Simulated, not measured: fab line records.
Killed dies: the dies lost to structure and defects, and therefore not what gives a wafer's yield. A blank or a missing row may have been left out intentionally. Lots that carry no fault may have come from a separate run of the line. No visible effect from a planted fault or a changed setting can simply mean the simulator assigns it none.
Which of the tools did it? | flow sky130 | 33 wafers from 11 lots sampled at 4 of the route's 708 steps

== WHAT THE GAUGES SHOWED, per wafer ==
SKY_METAL2_THK_MEAS_06: measures by xrf.
lot  | measured     | on            | METAL2_ALCU_THK (nm)
L137 | day 34 17:41 | film metro-04 | 262.7 261.4 261.6
L138 | day 35 10:38 | film metro-03 | 263.4 261.0 260.8
L141 | day 36 13:08 | film metro-04 | 259.9 264.4 260.4
L146 | day 37 18:18 | film metro-01 | 273.8 275.0 270.2
L148 | day 38 02:50 | film metro-01 | 271.3 275.4 276.7
L150 | day 38 16:05 | film metro-04 | 261.4 258.3 260.5
L151 | day 39 06:22 | film metro-04 | 256.5 257.2 256.4
L154 | day 40 01:34 | film metro-04 | 260.6 263.7 261.7
L155 | day 40 14:26 | film metro-01 | 257.3 260.9 257.0
L157 | day 40 23:59 | film metro-01 | 258.4 264.8 264.0
L158 | day 41 05:10 | film metro-01 | 264.5 260.7 264.0

== TOOL THAT RAN EACH LOT (tool first, then ch and the chambers of the sampled wafers, then the start) ==
lot  | SKY_VIA1_STRIP_16                    | SKY_VIA1_CVD_21               | SKY_METAL2_SPUTTER_04
L137 | plasma asher-04 ch 0, day 34 15:59   | cvd w-02 ch 1, day 34 16:47   | pvd sputter-02, day 34 17:30
L138 | plasma asher-03 ch 0,1, day 35 08:57 | cvd w-01 ch 0,1, day 35 09:37 | pvd sputter-03, day 35 10:28
L141 | plasma asher-02 ch 0,1, day 36 11:38 | cvd w-02 ch 0,1, day 36 12:17 | pvd sputter-03, day 36 12:58
L146 | plasma asher-02 ch 0,1, day 37 16:47 | cvd w-02 ch 0,1, day 37 17:28 | pvd sputter-03, day 37 18:08
L148 | plasma asher-04 ch 0, day 38 01:19   | cvd w-01 ch 0,1, day 38 02:00 | pvd sputter-03, day 38 02:40
L150 | plasma asher-04 ch 0,1, day 38 14:05 | cvd w-02 ch 0, day 38 15:10   | pvd sputter-02, day 38 15:56
L151 | plasma asher-04 ch 0,1, day 39 04:46 | cvd w-02 ch 0,1, day 39 05:27 | pvd sputter-02, day 39 06:11
L154 | plasma asher-02 ch 0,1, day 40 00:02 | cvd w-02 ch 0,1, day 40 00:44 | pvd sputter-02, day 40 01:23
L155 | plasma asher-03 ch 0,1, day 40 12:56 | cvd w-01 ch 0,1, day 40 13:35 | pvd sputter-02, day 40 14:16
L157 | plasma asher-02 ch 0,1, day 40 22:22 | cvd w-01 ch 0, day 40 23:05   | pvd sputter-01, day 40 23:48
L158 | plasma asher-03 ch 0,1, day 41 03:41 | cvd w-02 ch 0,1, day 41 04:21 | pvd sputter-03, day 41 04:59
- SKY_VIA1_STRIP_16: strips in O2/N2.
- SKY_VIA1_CVD_21: deposits W, target thk 270 nm, time 80.902 s.
- SKY_METAL2_SPUTTER_04: material TiN, target thk 70 nm, time 58.3 s.

== THE ANSWER, worked out from the rows above alone ==
Rule: the lots themselves supply what counts as usual. Put in order of their means at a reading, lots are off if they are a third of the lots or fewer, leave a main group of 4 or more, and stand apart from it by a gap of 3 or more times the standard deviation of the main group's means; of several such gaps the widest counts. A main group whose means are all the same, to the digits that the tables above print for the reading, isn't used. A lot without any number at a reading at which 4 lots or more have one is off too. All remaining lots with rows at the step are treated as sound.
Off: L146, L148, seen at SKY_METAL2_THK_MEAS_06 (METAL2_ALCU_THK). For the main group the mean is 260.9 nm and the standard deviation 2.
If a tool, at a process step before that reading, ran all the lots that are off and no sound lot after the first of them, it fits. Those tools and the gauges at SKY_METAL2_THK_MEAS_06 are tried in the same way. None of those tried fits.

== WHAT THE SIMULATOR PUT IN ==
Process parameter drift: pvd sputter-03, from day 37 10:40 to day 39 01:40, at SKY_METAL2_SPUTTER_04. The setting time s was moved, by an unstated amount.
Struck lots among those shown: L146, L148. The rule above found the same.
